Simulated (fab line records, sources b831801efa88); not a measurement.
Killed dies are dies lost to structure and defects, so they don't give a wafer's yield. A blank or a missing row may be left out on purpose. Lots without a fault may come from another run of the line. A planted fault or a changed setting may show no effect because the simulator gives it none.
Problem report in the 8D (eight disciplines) form, filled by code | flow gf180mcu | the parts of the form that need people (team, actions taken, sign-off) are left out

1. THE PROBLEM
STI_CVD_03_THK at GF_STI_THK_MEAS_04 reads a mean of 171.0 nm on 6 wafers of 2 lots; wafers without a fault read 207.1 nm with a standard deviation of 1.8. That is -20 standard deviations from the usual mean.
First seen on wafer L673.1, day 3 02:59, on film_metro-01. The record holds 30 wafers of 10 lots with a number at this step. Rule for "out", or "out of limits": more than 4 standard deviations from the usual mean. The other wafers with a number count as sound.

2. WHAT IT IS AND WHAT IT IS NOT
question                    | is                     | is not
which readings at this step | STI_CVD_03_THK         | -
which lots                  | L673, L674             | L668, L669, L670, L671, L681, L683, L686, L687
which wafers of those lots  | all that have a number | -
read on which gauges        | film_metro-01          | film_metro-02, film_metro-03
when                        | from day 3 02:59       | up to then (12 sound wafers); but 12 sound wafers of L681, L683, L686, L687 came after

3. SUSPECTS, AND WHAT RULES EACH OUT
Counting: a tool at a process step up to the reading stays a suspect if it ran every lot that is out and no sound lot after the first of them.
- the gauge at GF_STI_THK_MEAS_04: ruled out. All the wafers that are out were read on film_metro-01, but those of them that GF_STI_ETCH_13 has rows for are out there too, on other tools.
- lpcvd-01 at GF_STI_CVD_03 (deposits Si3N4 from DCS/NH3, target thk 207.16 nm, time 3551 s): ruled out as a lasting fault. Sound lots L686 ran on it after its first lot that is out, L673 (day 3 00:00).
Left after counting: nothing in the record.

4. THE CAUSE (what the simulator had put in)
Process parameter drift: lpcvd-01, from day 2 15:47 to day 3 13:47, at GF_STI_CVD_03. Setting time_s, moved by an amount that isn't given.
Counting ruled it out, wrongly: the rule takes a fault to strike every lot that its tool runs from its start on, and this one did not.

5. THE CHAIN OF EFFECTS, in route order
Each row: a reading whose mean over the struck wafers that have a number lies more than 3 standard deviations from the usual. Only readings for which the record gives a usual standard deviation are gone through. hours: the time from each lot's start at the first step in this table that gives one to its start at this step, as a median over the lots. sigmas: the change in usual standard deviations.
hours | step               | reading        | usual      | on struck wafers | change | sigmas
0     | GF_STI_THK_MEAS_04 | STI_CVD_03_THK | 207.1 nm   | 171.0            | -36.1  | -20
13    | GF_STI_ETCH_13     | oes_product_au | 0.832 a.u. | 0.753            | -0.079 | -14
The process steps in it:
- GF_STI_ETCH_13: etches the open film in CHF3/O2, stops on Si, target depth 282.31 nm, time 112.9 s.
Later measuring or inspecting steps at which every struck wafer that the step has a row for has a number for every such reading, and none has moved that far: GF_STI_THK_MEAS_30.

6. WHAT WOULD HAVE CAUGHT IT SOONER
In this record the first reading out of limits at a measuring or inspecting step was taken at day 3 02:59, 11 hours after the fault began at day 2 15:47.
Of the tool readings at GF_STI_CVD_03 for which the record gives a usual standard deviation, none was out on any struck wafer, so an alarm limit of 4 standard deviations on them would not have fired.
